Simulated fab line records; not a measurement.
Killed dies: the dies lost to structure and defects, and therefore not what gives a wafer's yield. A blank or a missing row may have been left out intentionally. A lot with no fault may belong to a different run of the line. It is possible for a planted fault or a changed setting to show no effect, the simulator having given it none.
Chamber matching + flow sky130 + SKY_FIELD_ISO_ETCH_17 on rie-si-01: 4 sister chambers
The step etches Si in HBr/Cl2/O2, target depth 342 nm, time 97.7 s. 8 wafers are shown with their chamber, then 7 later ones without.

## EACH WAFER AND ITS CHAMBER
| wafer  | chamber | drypump-motor-current-A (A) | oes-product-au (a.u.) |
|--------|---------|-----------------------------|-----------------------|
| L511.1 | 2       | 6.1                         | 1.009                 |
| L511.2 | 1       | 5.7                         | 1.001                 |
| L516.3 | 1       | 5.7                         | 1.002                 |
| L523.1 | 0       | 6.0                         | 0.966                 |
| L523.3 | 3       | 4.7                         | 0.987                 |
| L523.6 | 0       | 6.0                         | 0.981                 |
| L527.1 | 3       | 4.7                         | 0.988                 |
| L527.3 | 2       | 6.2                         | 1.000                 |

## WAFERS WHOSE CHAMBER IS MISSING
| wafer  | drypump-motor-current-A (A) | oes-product-au (a.u.) |
|--------|-----------------------------|-----------------------|
| L527.6 | 6.0                         | 0.984                 |
| L529.1 | 4.7                         | 0.981                 |
| L529.2 | 6.1                         | 1.004                 |
| L529.6 | 6.2                         | 1.004                 |
| L533.2 | 6.1                         | 1.000                 |
| L533.3 | 4.7                         | 0.989                 |
| L533.4 | 5.7                         | 0.992                 |

## CHAMBER TAKEN BY EACH
| wafer  | from the rows above | in truth |
|--------|---------------------|----------|
| L527.6 | 0                   | 0        |
| L529.1 | 3                   | 3        |
| L529.2 | 2                   | 2        |
| L529.6 | 2                   | 2        |
| L533.2 | 2                   | 2        |
| L533.3 | 3                   | 3        |
| L533.4 | 1                   | 1        |
Placed correctly: 7 of 7. Number that these rows cannot place: 0. Wrongly placed: 0.
How it was worked out, from the rows above alone: a wafer's distance from a chamber is the root of the sum, over the readings, of the square of ((its reading less the chamber's mean) divided by the reading's scatter). If the next closest chamber is less than 2 further off than the closest, the wafer can't be placed; otherwise it belongs to the closest. The mean given for a chamber averages the wafers shown for that chamber. The scatter: the root of (the sum of the squares of (reading less its chamber's mean) over the shown wafers, divided by (wafers less chambers)).
